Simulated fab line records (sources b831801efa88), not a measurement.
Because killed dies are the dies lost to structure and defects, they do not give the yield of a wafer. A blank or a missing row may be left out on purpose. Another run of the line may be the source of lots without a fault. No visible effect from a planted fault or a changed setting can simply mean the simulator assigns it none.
Struck lot and sound lot, side by side / flow sky130 / 16 out of 708 route steps
Sound: wafers L117.4, L117.5, L117.6. Struck: wafers L121.1, L121.3, L121.5. At the end, the cause is stated.
Each step with rows lists, per side, the tool, then ch with its chambers, then its first start. Under that, the readings that differ: sound wafers / struck wafers / difference of the means / sigmas: that difference in standard deviations of wafers without a fault.
alike: readings with means less than 2 such deviations apart, plus words and numbers identical on both sides. not compared: withheld readings, readings lacking a value on some wafer, bounds such as >300 that could conceal the same value, and numbers that have no deviation in the record and whose values overlap.
Wherever a step has rows on one side only, a row that says differs or no value, or a row with sigmas, the two part there. Numbers that have no deviation but don't overlap get no sigmas and don't part them. A reading that every wafer of one side lacks parts them only if that side has two wafers or more.

first, 3 steps without rows for these wafers: SKY_METAL1_EXPOSE_12 (exposes mask MM1, target cd 140 nm); SKY_METAL1_PEB_13; SKY_METAL1_DEVELOP_14 (develop time 60 s).
SKY_METAL1_CD_MEAS_15: the cd target is 140 nm.
  sound: cd sem-01 at day 35 08:41; struck: cd sem-02 at day 36 14:46
  alike: cd nm
SKY_METAL1_OVL_MEAS_16:
  sound: overlay-01 at day 35 08:46; struck: overlay-01 at day 36 14:53
  alike: METAL1_OVL
SKY_METAL1_DESCUM_17: chemistry O2, time 8 s.
  sound on rie metal-03 ch 0,1, day 35 08:47; struck on rie metal-04 ch 0, day 36 14:56
  alike: drypump motor current A, oes product au
  not compared: rf hours counter h
SKY_METAL1_ETCH_18: etches BARC in N2/H2, stops on SiO2, time 45.9 s, target depth 60 nm.
  sound on rie metal-03 ch 0,1, day 35 08:50; struck on rie metal-04 ch 0, day 36 14:58
  alike: drypump motor current A, oes product au, throttle valve pct
  not compared: rf hours counter h
SKY_METAL1_METAL_ETCH_19: etches the open film in Cl2/BCl3, stops on SiO2, target depth 360 nm, time 78 s.
  sound on rie metal-03 ch 0,1, day 35 08:55; struck on rie metal-04 ch 0, day 36 15:02
  alike: drypump motor current A, mfc cl2 sccm, oes product au, throttle valve pct
  not compared: rf hours counter h
SKY_METAL1_STRIP_20: strips in O2/N2.
  sound on plasma asher-01 ch 0,1, day 35 09:00; struck on plasma asher-04 ch 0,1, day 36 15:07
reading=strip time to endpoint s (s); sound=2.62 2.64 2.59; struck=2.78 2.78 2.75; difference=+0.15; sigmas=+2
  alike: drypump motor current A, oes product au
  not compared: rf hours counter h
then, 3 steps without rows for these wafers: SKY_METAL1_STRIP_21 (strips in post etch residue remover, time 1200 s); SKY_METAL1_CLEAN_22 (cleans in IPA, time 180 s); SKY_METAL1_CLEAN_23 (cleans in O3/DIW).
SKY_VIA1_HDPCVD_00: deposits SiO2, target thk 1030 nm, time 171.7 s.
  sound on hdpcvd-02 ch 0,1,2, day 35 09:37; struck on hdpcvd-02 ch 0,1,2, day 36 15:45
reading=run length s (s); sound=199.2 199.0 200.8; struck=182.2 182.6 181.4; difference=-17.6; sigmas=-34
reading=model.SiO2_of_VIA1_HDPCVD_00.thk nm (nm); sound=1023 1025 1028; struck=912.9 932.6 894.1; difference=-112.1; sigmas=
  alike: pressure mtorr
SKY_VIA1_THK_MEAS_01:
  sound: film metro-01 at day 35 09:42; struck: film metro-01 at day 36 15:52
reading=VIA1_HDPCVD_THK (nm); sound=1022 1025 1028; struck=913 932 894; difference=-112; sigmas=-8
SKY_VIA1_CMP_02: polishes SiO2.
  sound on cmp-02 ch 1,2,3, day 35 09:53; struck on cmp-01 ch 0,2,3, day 36 15:55
  alike: edge zone pressure frac, motor current A
-- the record jumps here: 12 days lie between the struck wafers' starts before and after (it left off in module VIA1 and takes up again in module PAD_OPEN, whose first step shown is number 708 of the route) --
SKY_PAD_OPEN_PROBE_99:
  sound: prober-02 at day 47 17:13; struck: prober-02 at day 48 16:01
  alike: defect limited yield, killed_at_M0_to_M3, killed_at_M4_up, killed at contacts, killed at front end, killed at other, killed dies, killed on rim, killed open, killed short, sort_bin_3_pad_short, sort_bin_5_function, sort_bin_6_memory, sort_bin_8_speed, sort n pass, sort yield pct

== WHERE THEY PART ==
Last at SKY_VIA1_THK_MEAS_01 as far as this record goes, first at SKY_METAL1_STRIP_20. Later steps at which nothing parts them and some readings are alike: SKY_VIA1_CMP_02, SKY_PAD_OPEN_PROBE_99.

WHY: whatever the simulator had introduced
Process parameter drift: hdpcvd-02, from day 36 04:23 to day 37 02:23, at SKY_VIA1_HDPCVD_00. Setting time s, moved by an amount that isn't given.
